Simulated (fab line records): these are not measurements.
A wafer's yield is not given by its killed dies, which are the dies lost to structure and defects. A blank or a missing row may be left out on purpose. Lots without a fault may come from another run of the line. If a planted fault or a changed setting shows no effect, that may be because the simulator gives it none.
Shared-tool check :: flow sky130 :: 11 lots and 33 wafers in the sample

## WHY THIS WAS OPENED
SKY_LDD_N_TW_MEAS_17, reading LDD_N_TW: flagged on 2 of 11 lots. Fault-free wafers read 2588, with a standard deviation of 21.
Rule: a lot is flagged when every wafer of it that has a number lies more than 4 standard deviations from that mean, or none has a number. The rest of the lots are taken to be sound.

lot: L346
measured: day 18 00:54
on: film metro-01
LDD_N_TW, wafer by wafer: 2603 2623 2592
flag: 

lot: L347
measured: day 18 16:02
on: film metro-03
LDD_N_TW, wafer by wafer: 2584 2587 2575
flag: 

lot: L348
measured: day 19 00:34
on: film metro-01
LDD_N_TW, wafer by wafer: 2614 2623 2616
flag: 

lot: L350
measured: day 19 13:42
on: film metro-04
LDD_N_TW, wafer by wafer: 2889 2865 2864
flag: FLAGGED

lot: L351
measured: day 20 04:07
on: film metro-04
LDD_N_TW, wafer by wafer: 2880 2864 2889
flag: FLAGGED

lot: L358
measured: day 22 15:25
on: film metro-01
LDD_N_TW, wafer by wafer: 2613 2600 2600
flag: 

lot: L359
measured: day 23 06:34
on: film metro-03
LDD_N_TW, wafer by wafer: 2549 2569 2576
flag: 

lot: L361
measured: day 24 01:55
on: film metro-03
LDD_N_TW, wafer by wafer: 2556 2570 2568
flag: 

lot: L362
measured: day 24 23:59
on: film metro-03
LDD_N_TW, wafer by wafer: 2561 2563 2572
flag: 

lot: L364
measured: day 25 00:55
on: film metro-03
LDD_N_TW, wafer by wafer: 2548 2565 2572
flag: 

lot: L366
measured: day 25 14:11
on: film metro-04
LDD_N_TW, wafer by wafer: 2599 2599 2605
flag: 
The numbers of the flagged lots are 2875 on average: +287 against the usual, or +14 standard deviations.

## LOT BY LOT: THE TOOL USED
The record holds 3 process steps before the reading, out of a route of 708 steps. Read each cell as the tool, then ch plus the chambers that the sampled wafers visited, then the start.
lot: L346
flag: 
SKY_FIELD_ISO_CMP_27: cmp-01 ch 0,3, day 2 16:44
SKY_LDD_N_IMPLANT_11: implanter-01 ch 0, day 18 00:03
SKY_LDD_N_STRIP_16: plasma asher-04 ch 1, day 18 00:48

lot: L347
flag: 
SKY_FIELD_ISO_CMP_27: cmp-02 ch 1,2,3, day 2 21:32
SKY_LDD_N_IMPLANT_11: implanter-01 ch 0, day 18 15:14
SKY_LDD_N_STRIP_16: plasma asher-04 ch 0,1, day 18 15:56

lot: L348
flag: 
SKY_FIELD_ISO_CMP_27: cmp-02 ch 1,2, day 2 23:50
SKY_LDD_N_IMPLANT_11: implanter-02 ch 0, day 18 23:43
SKY_LDD_N_STRIP_16: plasma asher-01 ch 0,1, day 19 00:28

lot: L350
flag: FLAGGED
SKY_FIELD_ISO_CMP_27: cmp-01 ch 0,2,3, day 3 13:13
SKY_LDD_N_IMPLANT_11: implanter-01 ch 0, day 19 12:51
SKY_LDD_N_STRIP_16: plasma asher-04 ch 0,1, day 19 13:36

lot: L351
flag: FLAGGED
SKY_FIELD_ISO_CMP_27: cmp-02 ch 1,3, day 3 17:38
SKY_LDD_N_IMPLANT_11: implanter-01 ch 0, day 20 03:17
SKY_LDD_N_STRIP_16: plasma asher-02 ch 0,1, day 20 04:00

lot: L358
flag: 
SKY_FIELD_ISO_CMP_27: cmp-01 ch 0,2,3, day 5 03:50
SKY_LDD_N_IMPLANT_11: implanter-01 ch 0, day 22 14:35
SKY_LDD_N_STRIP_16: plasma asher-04 ch 0,1, day 22 15:18

lot: L359
flag: 
SKY_FIELD_ISO_CMP_27: cmp-01 ch 0,1,2, day 5 12:38
SKY_LDD_N_IMPLANT_11: implanter-01 ch 0, day 23 05:43
SKY_LDD_N_STRIP_16: plasma asher-01 ch 0,1, day 23 06:28

lot: L361
flag: 
SKY_FIELD_ISO_CMP_27: cmp-02 ch 1,2, day 5 23:40
SKY_LDD_N_IMPLANT_11: implanter-03 ch 0, day 24 01:04
SKY_LDD_N_STRIP_16: plasma asher-04 ch 0, day 24 01:49

lot: L362
flag: 
SKY_FIELD_ISO_CMP_27: cmp-01 ch 0,3, day 6 06:19
SKY_LDD_N_IMPLANT_11: implanter-03 ch 0, day 24 23:11
SKY_LDD_N_STRIP_16: plasma asher-01 ch 0,1, day 24 23:53

lot: L364
flag: 
SKY_FIELD_ISO_CMP_27: cmp-02 ch 0,1,2, day 6 13:05
SKY_LDD_N_IMPLANT_11: implanter-01 ch 0, day 25 00:04
SKY_LDD_N_STRIP_16: plasma asher-02 ch 0,1, day 25 00:49

lot: L366
flag: 
SKY_FIELD_ISO_CMP_27: cmp-02 ch 0,1,2, day 7 00:36
SKY_LDD_N_IMPLANT_11: implanter-01 ch 0, day 25 13:20
SKY_LDD_N_STRIP_16: plasma asher-01 ch 1, day 25 14:04
What these steps do:
- SKY_FIELD_ISO_CMP_27: polishes, stops on Si3N4, t overpolish 16 s, target thk 457.8 nm.
- SKY_LDD_N_IMPLANT_11
- SKY_LDD_N_STRIP_16: strips in O2/N2.
- SKY_LDD_N_TW_MEAS_17

## FLAGGED OVER TOTAL, TOOL BY TOOL (the gauges that took the reading come last)
step: SKY_FIELD_ISO_CMP_27
tool: cmp-01
lots run: 5
flagged: 1
share of the flagged lots: some
sound lots run after its first flagged lot: 3 (L358,L359,L362)

step: SKY_FIELD_ISO_CMP_27
tool: cmp-02
lots run: 6
flagged: 1
share of the flagged lots: some
sound lots run after its first flagged lot: 3 (L361,L364,L366)

step: SKY_LDD_N_IMPLANT_11
tool: implanter-01
lots run: 8
flagged: 2
share of the flagged lots: all
sound lots run after its first flagged lot: 4 (L358,L359,L364,L366)

step: SKY_LDD_N_IMPLANT_11
tool: implanter-02
lots run: 1
flagged: 0
share of the flagged lots: none
sound lots run after its first flagged lot: -

step: SKY_LDD_N_IMPLANT_11
tool: implanter-03
lots run: 2
flagged: 0
share of the flagged lots: none
sound lots run after its first flagged lot: -

step: SKY_LDD_N_STRIP_16
tool: plasma asher-01
lots run: 4
flagged: 0
share of the flagged lots: none
sound lots run after its first flagged lot: -

step: SKY_LDD_N_STRIP_16
tool: plasma asher-02
lots run: 2
flagged: 1
share of the flagged lots: some
sound lots run after its first flagged lot: 1 (L364)

step: SKY_LDD_N_STRIP_16
tool: plasma asher-04
lots run: 5
flagged: 1
share of the flagged lots: some
sound lots run after its first flagged lot: 2 (L358,L361)

step: SKY_LDD_N_TW_MEAS_17
tool: film metro-01
lots run: 3
flagged: 0
share of the flagged lots: none
sound lots run after its first flagged lot: -

step: SKY_LDD_N_TW_MEAS_17
tool: film metro-03
lots run: 5
flagged: 0
share of the flagged lots: none
sound lots run after its first flagged lot: -

step: SKY_LDD_N_TW_MEAS_17
tool: film metro-04
lots run: 3
flagged: 2
share of the flagged lots: all
sound lots run after its first flagged lot: 1 (L366)

## WHAT THE TABLE ALLOWS
implanter-01 at SKY_LDD_N_IMPLANT_11 and film metro-04 at SKY_LDD_N_TW_MEAS_17 are the 2 rows of the table that ran each flagged lot.
- implanter-01 at SKY_LDD_N_IMPLANT_11 ran 8 lots, 2 of them flagged. After the first flagged lot (L358, L359, L364, L366), sound lots still ran on it; a lasting fault on the whole tool would not permit that. Its own readings lie more than 4 standard deviations out on every wafer of the flagged lots: beam on s, dose ions cm2, faraday current uA.
- film metro-04 at SKY_LDD_N_TW_MEAS_17 ran 3 lots, 2 of them flagged. After the first flagged lot (L366), sound lots still ran on it; a lasting fault on the whole tool would not permit that.
Every row of the table either missed a flagged lot or ran a sound lot after the first.

## WHAT HAD BEEN PUT IN BY THE SIMULATOR
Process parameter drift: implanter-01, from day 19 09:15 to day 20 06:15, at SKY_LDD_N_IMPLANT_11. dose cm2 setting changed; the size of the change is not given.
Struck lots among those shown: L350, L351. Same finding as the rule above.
